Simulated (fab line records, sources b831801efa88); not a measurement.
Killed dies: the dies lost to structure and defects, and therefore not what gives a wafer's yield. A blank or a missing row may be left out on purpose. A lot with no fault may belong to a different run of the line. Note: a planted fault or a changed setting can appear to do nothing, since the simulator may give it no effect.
The same fault as seen by 2 desks + flow gf180mcu + what lay behind the numbers comes last; until then each desk has only its own

## AT THE METROLOGY DESK
Means of the sampled wafers that have a number, per lot and without regard to the tool the lot ran on: this is what the gauges read. The brackets show how far a lot's mean lies from the usual mean; more than 4 standard deviations puts the lot out of limits, marked OUT.
Columns: A = cd-nm at GF_V5_CD_MEAS_14, usual 260.1 nm
| lot  | first seen here | A     |
|------|-----------------|-------|
| L263 | day 27 02:52    | 259.3 |
| L264 | day 27 09:56    | 258.0 |
| L265 | day 27 22:16    | 260.9 |
| L266 | day 28 01:12    | 262.4 |
| L267 | day 28 11:28    | 261.1 |
| L268 | day 28 21:02    | 259.9 |
| L269 | day 28 23:50    | 260.6 |
| L278 | day 31 11:05    | 260.3 |
| L277 | day 31 16:20    | 259.4 |
| L279 | day 31 20:47    | 261.9 |
| L285 | day 33 11:17    | 260.5 |
This desk found nothing out of limits on any of the 11 lots.

## FOR THE TOOL OWNER'S DESK: furnace-01
The tool's own readings at GF_DUAL_GATE_OXIDATION_02 (stabilise 600 s, purge 300 s, target thk 10.887 nm): means of the sampled wafers that have a number, for each lot that ran on this tool. The brackets show how far a lot's mean lies from the usual mean; more than 4 standard deviations puts the lot out of limits, marked OUT.
Columns: A = tube_center_temp_C_max at GF_DUAL_GATE_OXIDATION_02, usual 902.3; B = zone-power-bottom-pct at GF_DUAL_GATE_OXIDATION_02, usual 28.5 %; C = zone-power-upper-pct at GF_DUAL_GATE_OXIDATION_02, usual 20.7 %
| lot  | first seen here | A     | B    | C    |
|------|-----------------|-------|------|------|
| L264 | day 7 22:31     | 902.4 | 27.4 | 21.5 |
| L266 | day 8 07:09     | 902.4 | 28.0 | 21.7 |
| L277 | day 11 16:52    | 902.4 | 27.8 | 21.5 |
| L278 | day 11 18:19    | 902.2 | 27.4 | 21.4 |
This desk found nothing out of limits on any of the 4 lots.

## PUT TOGETHER
Metrology desk: nothing out of limits seen.
Nothing out of limits was seen by the tool owner's desk.

## WHAT THE SIMULATOR HAD INSERTED
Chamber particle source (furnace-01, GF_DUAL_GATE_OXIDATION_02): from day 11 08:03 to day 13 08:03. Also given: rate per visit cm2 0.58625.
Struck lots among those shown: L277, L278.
